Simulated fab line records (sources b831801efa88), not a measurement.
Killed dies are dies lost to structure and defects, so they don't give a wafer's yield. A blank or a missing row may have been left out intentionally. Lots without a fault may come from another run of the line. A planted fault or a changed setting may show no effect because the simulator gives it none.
fab line records | flow sky130
record: lots: 5 | wafers: 15 | last-day: 49
route steps=708 shown VT_ADJUST_NCORE@130 VT_ADJUST_HVTR@131
lots untouched by any fault: they come from a run of this same line in which no faults occurred
start-h: hours from the record's opening day to when the first of the lot's shown wafers began | wait-h: time in hours since the lot's previous step | " identical to the entry in the row above | L1.1+2: a single row standing in for several wafers | - either no value or no given start | * or withheld: withheld | < > ~ a bound
route shown NAME@n: a module of which the file shows steps, and the number in the route of the first | usual: the fault-free wafers' mean and standard deviation | same: alike in all rows | chamber/n: place in a boat | sites: each site's reading | _std_site: the values' standard deviation | _edge_site: inner sites' mean taken away from outer sites' mean | radius-mm: how far each site lies from the wafer's centre | mask NAME#n: copy n | behind: the last tool/chamber to shape the wafer | hold: what put the lot on hold/how long, in hours/how the hold closed | device: transistor that didn't switch, given as n, p or np | end of line: tests of these same wafers at the route's end | step lacking rows: just its recipe | killed: the dies lost at the first sort to structure and to defects; this is not the yield of the wafer | map: per-die view of a wafer (x killed, . not killed, _ where there is no die)
set.NAME: setting as actually run; set.NAME@STEP: the setting as run at that earlier step | model.NAME: the simulator's own value behind a step, which no gauge read
lots at some steps of the route; a table a step, a row a wafer
services: when a tool's chamber went out of use (start-h, in hours from the record's first day, below 0 if earlier), for how many hours, and the reason
== steps ==
step: SKY_VT_ADJUST_NCORE_TW_MEAS_11
usual: VT_ADJUST_NCORE_TW: 219/3.2
lot.wafer | tool          | chamber | start-h | wait-h | VT_ADJUST_NCORE_TW
L078.1    | film-metro-04 | -       | 211.03  | 0.1    | 221
L078.2    | "             | -       | "       | "      | 222
L078.5    | "             | -       | "       | "      | 223
L080.1    | film-metro-03 | -       | 224.48  | 0.1    | 214
L080.4    | "             | -       | "       | "      | 214
L080.5    | "             | -       | "       | "      | 215
L081.1    | film-metro-04 | -       | 236.98  | 0.1    | 221
L081.2    | "             | -       | "       | "      | 221
L081.3    | "             | -       | "       | "      | 220
L084.2    | film-metro-03 | -       | 247.29  | 0.1    | 214
L084.3    | "             | -       | "       | "      | 213
L084.4    | "             | -       | "       | "      | 215
L092.1    | film-metro-02 | -       | 309.77  | 0.1    | 220
L092.5    | "             | -       | "       | "      | 220
L092.6    | "             | -       | "       | "      | 220
step: SKY_VT_ADJUST_HVTR_DEHYDRATE_00
recipe: temp-c: 200 | time-s: 60
lot.wafer  | tool           | chamber | start-h | wait-h
L078.1+2+5 | litho-track-02 | 0       | 221.62  | 10.6
L080.1+4+5 | litho-track-03 | 0       | 235.36  | 10.9
L081.1+2+3 | litho-track-03 | 0       | 248.01  | 11.0
L084.2+3+4 | litho-track-04 | 0       | 259.18  | 11.9
L092.1+5+6 | litho-track-03 | 0       | 322.26  | 12.5
step: SKY_VT_ADJUST_HVTR_HMDS_01
recipe: prime-time-s: 60 | prime-temp-c: 120
lot.wafer  | tool           | chamber | start-h | wait-h
L078.1+2+5 | litho-track-02 | 0       | 221.77  | 0.1
L080.1+4+5 | litho-track-03 | 0       | 235.51  | 0.1
L081.1+2+3 | litho-track-03 | 0       | 248.16  | 0.1
L084.2+3+4 | litho-track-04 | 0       | 259.33  | 0.1
L092.1+5+6 | litho-track-03 | 0       | 322.41  | 0.1
step: SKY_VT_ADJUST_HVTR_COAT_02
recipe: resist: NOVOLAK | spin-rpm: 3000 | resist-thk-nm: 1140
lot.wafer  | tool           | chamber | start-h | wait-h
L078.1+2+5 | litho-track-02 | 0       | 221.92  | 0.1
L080.1+4+5 | litho-track-03 | 0       | 235.66  | 0.1
L081.1+2+3 | litho-track-03 | 0       | 248.31  | 0.1
L084.2+3+4 | litho-track-04 | 0       | 259.48  | 0.1
L092.1+5+6 | litho-track-03 | 0       | 322.56  | 0.1
step: SKY_VT_ADJUST_HVTR_SOFTBAKE_03
recipe: temp-c: 90 | time-s: 60 | resist: NOVOLAK
lot.wafer  | tool           | chamber | start-h | wait-h
L078.1+2+5 | litho-track-02 | 0       | 222.07  | 0.1
L080.1+4+5 | litho-track-03 | 0       | 235.81  | 0.1
L081.1+2+3 | litho-track-03 | 0       | 248.46  | 0.1
L084.2+3+4 | litho-track-04 | 0       | 259.63  | 0.1
L092.1+5+6 | litho-track-03 | 0       | 322.71  | 0.1
step: SKY_VT_ADJUST_HVTR_EXPOSE_04
recipe: mask-id: HVTRM | target-cd-nm: 380 | na: 0.6 | source-shape: conventional | sigma-outer: 0.6 | dose-mj: 150
lot.wafer  | tool             | chamber | start-h | wait-h | mask
L078.1+2+5 | iline-stepper-01 | 0       | -       | -      | HVTRM#0
L080.1+4+5 | iline-stepper-02 | 0       | -       | -      | HVTRM#0
L081.1+2+3 | iline-stepper-02 | 0       | -       | -      | HVTRM#0
L084.2+3+4 | iline-stepper-02 | 0       | -       | -      | HVTRM#0
L092.1+5+6 | iline-stepper-02 | 0       | -       | -      | HVTRM#0
step: SKY_VT_ADJUST_HVTR_PEB_05
recipe: temp-c: withheld | time-s: * | resist: NOVOLAK
lot.wafer  | tool           | chamber | start-h | wait-h
L078.1+2+5 | litho-track-02 | 0       | -       | -
L080.1+4+5 | litho-track-04 | 0       | -       | -
L081.1+2+3 | litho-track-04 | 0       | -       | -
L084.2+3+4 | litho-track-02 | 0       | -       | -
L092.1+5+6 | litho-track-04 | 0       | -       | -
step: SKY_VT_ADJUST_HVTR_DEVELOP_06
recipe: develop-time-s: 60 | dev-temp-c: 23
lot.wafer  | tool           | chamber | start-h | wait-h
L078.1+2+5 | litho-track-02 | 0       | 233.37  | 0.1
L080.1+4+5 | litho-track-04 | 0       | 247.41  | 0.1
L081.1+2+3 | litho-track-04 | 0       | 260.56  | 0.1
L084.2+3+4 | litho-track-02 | 0       | 271.30  | 0.1
L092.1+5+6 | litho-track-04 | 0       | 336.16  | 0.1
step: SKY_VT_ADJUST_HVTR_CD_MEAS_07
recipe: target-cd-nm: 380
usual: cd-nm: 380.5/2.5
lot.wafer | tool      | chamber | start-h | wait-h | cd-nm
L078.1    | cd-sem-01 | -       | 233.52  | 0.1    | 382.4
L078.2    | "         | -       | "       | "      | 382.1
L078.5    | "         | -       | "       | "      | 380.4
L080.1    | cd-sem-02 | -       | 247.56  | 0.1    | 379.4
L080.4    | "         | -       | "       | "      | 380.4
L080.5    | "         | -       | "       | "      | 381.5
L081.1    | cd-sem-02 | -       | 260.71  | 0.1    | 377.3
L081.2    | "         | -       | "       | "      | 378.7
L081.3    | "         | -       | "       | "      | 379.7
L084.2    | cd-sem-02 | -       | 271.44  | 0.1    | 384.5
L084.3    | "         | -       | "       | "      | 383.0
L084.4    | "         | -       | "       | "      | 383.0
L092.1    | cd-sem-01 | -       | 336.31  | 0.1    | 381.1
L092.5    | "         | -       | "       | "      | 380.7
L092.6    | "         | -       | "       | "      | 380.5
== services ==
tool             | chamber | start-h | hours | kind
iline-stepper-01 | -       | 219.54  | 0.8   | repair
iline-stepper-01 | -       | 220.29  | 1.7   | pm
iline-stepper-02 | -       | 221.97  | 2.1   | pm
iline-stepper-02 | -       | 224.06  | -     | consumable-replace:lamp
iline-stepper-01 | -       | 255.27  | 8.5   | repair
== key ==
fault none
